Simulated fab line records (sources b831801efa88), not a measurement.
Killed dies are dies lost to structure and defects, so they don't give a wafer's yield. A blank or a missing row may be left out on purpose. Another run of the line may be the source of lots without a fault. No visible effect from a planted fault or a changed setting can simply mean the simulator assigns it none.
Split-lot trial || flow sfqLine || route with 325 steps; 5 lots, 23 wafers read

## ABOUT THE SPLIT
At SFQ_TRILAYER_INCOMING_OXIDATION_002 (target thk 500 nm, ox time 4939 s), the setting tempC was moved away from the recipe's 1000 C on 10 of the 23 wafers read, by +2.0% to +2.1%. The other wafers ran this setting at the recipe's value.

The reading is taken at the split's own step.

## THE READING
SiO2_of_TRILAYER_INCOMING_OXIDATION_002.thkNm (the simulator's own value, which no gauge read), in nm, at SFQ_TRILAYER_INCOMING_OXIDATION_002 (target thk 500 nm, ox time 4939 s). No usual value for it is given in the file. The 13 wafers here that ran the recipe average 501.4 nm, standard deviation 7.2 nm.

{"wafer": "L075.1", "tool, chamber at the split": "-, -", "tempC as run, C": 1021, "against the recipe": "+2.1%", "SiO2_of_TRILAYER_INCOMING_OXIDATION_002.thkNm, nm": 590.5, "against lot-mates on the recipe": "no lot-mate on the recipe"}
{"wafer": "L075.3", "tool, chamber at the split": "-, -", "tempC as run, C": 1021, "against the recipe": "+2.1%", "SiO2_of_TRILAYER_INCOMING_OXIDATION_002.thkNm, nm": 592.9, "against lot-mates on the recipe": "no lot-mate on the recipe"}
{"wafer": "L075.4", "tool, chamber at the split": "-, -", "tempC as run, C": 1021, "against the recipe": "+2.1%", "SiO2_of_TRILAYER_INCOMING_OXIDATION_002.thkNm, nm": 589.9, "against lot-mates on the recipe": "no lot-mate on the recipe"}
{"wafer": "L075.5", "tool, chamber at the split": "-, -", "tempC as run, C": 1021, "against the recipe": "+2.1%", "SiO2_of_TRILAYER_INCOMING_OXIDATION_002.thkNm, nm": 580.9, "against lot-mates on the recipe": "no lot-mate on the recipe"}
{"wafer": "L075.6", "tool, chamber at the split": "-, -", "tempC as run, C": 1021, "against the recipe": "+2.1%", "SiO2_of_TRILAYER_INCOMING_OXIDATION_002.thkNm, nm": 589.4, "against lot-mates on the recipe": "no lot-mate on the recipe"}
{"wafer": "L079.1", "tool, chamber at the split": "furnace-01, 0", "tempC as run, C": 1000, "against the recipe": "recipe", "SiO2_of_TRILAYER_INCOMING_OXIDATION_002.thkNm, nm": 494.9, "against lot-mates on the recipe": "-"}
{"wafer": "L079.4", "tool, chamber at the split": "furnace-01, 0", "tempC as run, C": 1000, "against the recipe": "recipe", "SiO2_of_TRILAYER_INCOMING_OXIDATION_002.thkNm, nm": 508.1, "against lot-mates on the recipe": "-"}
{"wafer": "L079.6", "tool, chamber at the split": "furnace-01, 0", "tempC as run, C": 1000, "against the recipe": "recipe", "SiO2_of_TRILAYER_INCOMING_OXIDATION_002.thkNm, nm": 503.7, "against lot-mates on the recipe": "-"}
{"wafer": "L080.1", "tool, chamber at the split": "-, -", "tempC as run, C": 1000, "against the recipe": "recipe", "SiO2_of_TRILAYER_INCOMING_OXIDATION_002.thkNm, nm": 492.6, "against lot-mates on the recipe": "-"}
{"wafer": "L080.3", "tool, chamber at the split": "-, -", "tempC as run, C": 1000, "against the recipe": "recipe", "SiO2_of_TRILAYER_INCOMING_OXIDATION_002.thkNm, nm": 493.1, "against lot-mates on the recipe": "-"}
{"wafer": "L080.4", "tool, chamber at the split": "-, -", "tempC as run, C": 1000, "against the recipe": "recipe", "SiO2_of_TRILAYER_INCOMING_OXIDATION_002.thkNm, nm": 499.9, "against lot-mates on the recipe": "-"}
{"wafer": "L080.5", "tool, chamber at the split": "-, -", "tempC as run, C": 1000, "against the recipe": "recipe", "SiO2_of_TRILAYER_INCOMING_OXIDATION_002.thkNm, nm": 488.9, "against lot-mates on the recipe": "-"}
{"wafer": "L080.6", "tool, chamber at the split": "-, -", "tempC as run, C": 1000, "against the recipe": "recipe", "SiO2_of_TRILAYER_INCOMING_OXIDATION_002.thkNm, nm": 500.3, "against lot-mates on the recipe": "-"}
{"wafer": "L081.1", "tool, chamber at the split": "-, -", "tempC as run, C": 1020, "against the recipe": "+2.0%", "SiO2_of_TRILAYER_INCOMING_OXIDATION_002.thkNm, nm": 579.1, "against lot-mates on the recipe": "no lot-mate on the recipe"}
{"wafer": "L081.2", "tool, chamber at the split": "-, -", "tempC as run, C": 1020, "against the recipe": "+2.0%", "SiO2_of_TRILAYER_INCOMING_OXIDATION_002.thkNm, nm": 567.4, "against lot-mates on the recipe": "no lot-mate on the recipe"}
{"wafer": "L081.3", "tool, chamber at the split": "-, -", "tempC as run, C": 1020, "against the recipe": "+2.0%", "SiO2_of_TRILAYER_INCOMING_OXIDATION_002.thkNm, nm": 581.1, "against lot-mates on the recipe": "no lot-mate on the recipe"}
{"wafer": "L081.4", "tool, chamber at the split": "-, -", "tempC as run, C": 1020, "against the recipe": "+2.0%", "SiO2_of_TRILAYER_INCOMING_OXIDATION_002.thkNm, nm": 578.9, "against lot-mates on the recipe": "no lot-mate on the recipe"}
{"wafer": "L081.6", "tool, chamber at the split": "-, -", "tempC as run, C": 1020, "against the recipe": "+2.0%", "SiO2_of_TRILAYER_INCOMING_OXIDATION_002.thkNm, nm": 583.8, "against lot-mates on the recipe": "no lot-mate on the recipe"}
{"wafer": "L085.2", "tool, chamber at the split": "-, -", "tempC as run, C": 1000, "against the recipe": "recipe", "SiO2_of_TRILAYER_INCOMING_OXIDATION_002.thkNm, nm": 508.5, "against lot-mates on the recipe": "-"}
{"wafer": "L085.3", "tool, chamber at the split": "-, -", "tempC as run, C": 1000, "against the recipe": "recipe", "SiO2_of_TRILAYER_INCOMING_OXIDATION_002.thkNm, nm": 499.9, "against lot-mates on the recipe": "-"}
{"wafer": "L085.4", "tool, chamber at the split": "-, -", "tempC as run, C": 1000, "against the recipe": "recipe", "SiO2_of_TRILAYER_INCOMING_OXIDATION_002.thkNm, nm": 505.9, "against lot-mates on the recipe": "-"}
{"wafer": "L085.5", "tool, chamber at the split": "-, -", "tempC as run, C": 1000, "against the recipe": "recipe", "SiO2_of_TRILAYER_INCOMING_OXIDATION_002.thkNm, nm": 511.9, "against lot-mates on the recipe": "-"}
{"wafer": "L085.6", "tool, chamber at the split": "-, -", "tempC as run, C": 1000, "against the recipe": "recipe", "SiO2_of_TRILAYER_INCOMING_OXIDATION_002.thkNm, nm": 510.9, "against lot-mates on the recipe": "-"}

THE FIT
A straight line over all 23 wafers: SiO2_of_TRILAYER_INCOMING_OXIDATION_002.thkNm changes by +40.1 nm for each +1% of tempC; r = +0.99; the points scatter about the line by 7 nm.
Too few moved wafers with a lot-mate on the recipe to fit a line net of each lot's own level.

## FILE'S OWN FIT
SiO2_of_TRILAYER_INCOMING_OXIDATION_002.thkNm changes by +40 nm for each +1% of tempC, r = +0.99.
